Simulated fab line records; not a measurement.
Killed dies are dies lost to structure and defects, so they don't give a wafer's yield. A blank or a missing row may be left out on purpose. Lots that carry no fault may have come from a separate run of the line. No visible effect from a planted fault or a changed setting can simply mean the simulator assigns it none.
8D (eight disciplines) problem report, filled in by code :: flow sky130 :: the parts of the form that need people (team, actions taken, sign-off) are left out

1. WHAT WENT WRONG
Across 9 wafers from 3 lots, VT_ADJUST_HVTR_TW at SKY_VT_ADJUST_HVTR_TW_MEAS_11 averages 265.2, while fault-free wafers read 210.8 with a standard deviation of 2.3. Measured from the usual mean, that is +24 standard deviations.
Seen first at day 14 05:14 on filmMetro-04, wafer L737.1. The record has a number at this step for 36 wafers belonging to 12 lots. Rule for "out", or "out of limits": more than 4 standard deviations from the usual mean. The rest of the wafers with a number are treated as sound.

2. WHAT IT IS, AND WHAT IT ISN'T
question: which readings at this step
is: VT_ADJUST_HVTR_TW
is not: -

question: which lots
is: L737, L738, L739
is not: L723, L724, L726, L727, L731, L742, L743, L744, L745

question: which wafers of those lots
is: all that have a number
is not: -

question: read on which gauges
is: filmMetro-01, filmMetro-04
is not: filmMetro-03

question: when
is: from day 14 05:14
is not: up to then (15 sound wafers); but 12 sound wafers of L742, L743, L744, L745 came after

3. SUSPECTS, AND WHAT RULES EACH OUT
Counting: any tool at a process step up to the reading is kept as a suspect provided that every lot that is out went through it and no sound lot did after the first of them.
- the gauge at SKY_VT_ADJUST_HVTR_TW_MEAS_11 is ruled out. The wafers that are out were read on 2 gauges (filmMetro-01, filmMetro-04).
- lithoTrack-01 at SKY_VT_ADJUST_NCORE_COAT_02 (resist thk 1140 nm): ruled out as a lasting fault. Following L737 (day 12 15:11), the first lot on it that is out, the sound lots L742 were run on it.
Left after counting: nothing in the record.

4. THE CAUSE (what the simulator had put in)
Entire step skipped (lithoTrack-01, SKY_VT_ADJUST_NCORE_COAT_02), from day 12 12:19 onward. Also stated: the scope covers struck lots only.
The count ruled it out by mistake, since the rule takes a fault to strike every lot its tool runs from the start of the fault on, and this one did not do so.

5. THE CHAIN OF EFFECTS, in route order
Each row: a reading where the mean over the struck wafers with a number is more than 3 standard deviations away from the usual. Readings are gone through only where the record gives a usual standard deviation; hours: the median, over the lots, of the time from a lot's start at the first step in this table giving one to that lot's start at this step; sigmas: the change measured in usual standard deviations.
hours: 0
step: SKY_VT_ADJUST_HVTR_TW_MEAS_11
reading: VT_ADJUST_HVTR_TW
usual: 210.8
on struck wafers: 265.2
change: +54.4
sigmas: +24

hours: 27
step: SKY_VT_ADJUST_PCH_TW_MEAS_10
reading: VT_ADJUST_PCH_TW
usual: 142.0
on struck wafers: 231.9
change: +89.9
sigmas: +64

hours: 890
step: SKY_PAD_OPEN_PROBE_99
reading: killedAtFrontEnd
usual: 16
on struck wafers: 421
change: +405
sigmas: +90

hours: 890
step: SKY_PAD_OPEN_PROBE_99
reading: killedDies
usual: 86
on struck wafers: 492
change: +406
sigmas: +41

hours: 890
step: SKY_PAD_OPEN_PROBE_99
reading: killedOnRim
usual: 17
on struck wafers: 96
change: +79
sigmas: +21
Its process steps:
- SKY_PAD_OPEN_PROBE_99
Readings that are blank on the struck wafers while sound wafers have them: chillPlateTempC at SKY_VT_ADJUST_NCORE_COAT_02; dispensePressureKPa at SKY_VT_ADJUST_NCORE_COAT_02; resistLineTempC at SKY_VT_ADJUST_NCORE_COAT_02; cdNm at SKY_VT_ADJUST_NCORE_CD_MEAS_07.
Later steps that measure or inspect, where all struck wafers having a row at the step show a number for every such reading and not one has moved that far: SKY_LDD_P_OVL_MEAS_08, SKY_POLY_CUT_OVL_MEAS_09.

6. WHAT WOULD HAVE CAUGHT IT SOONER
In this record the first reading out of limits at a measuring or inspecting step was taken at day 14 05:14, 41 hours after the fault began at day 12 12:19.
Between SKY_VT_ADJUST_NCORE_COAT_02 and SKY_VT_ADJUST_HVTR_TW_MEAS_11, SKY_VT_ADJUST_NCORE_CD_MEAS_07 gave no cdNm on the struck wafers, where sound wafers have one: a measuring or inspecting step that comes back empty is itself a sign.
At SKY_VT_ADJUST_NCORE_COAT_02 the tool's readings are blank on the struck wafers, where sound wafers have them: an empty tool record is the first sign, and it was there at once.
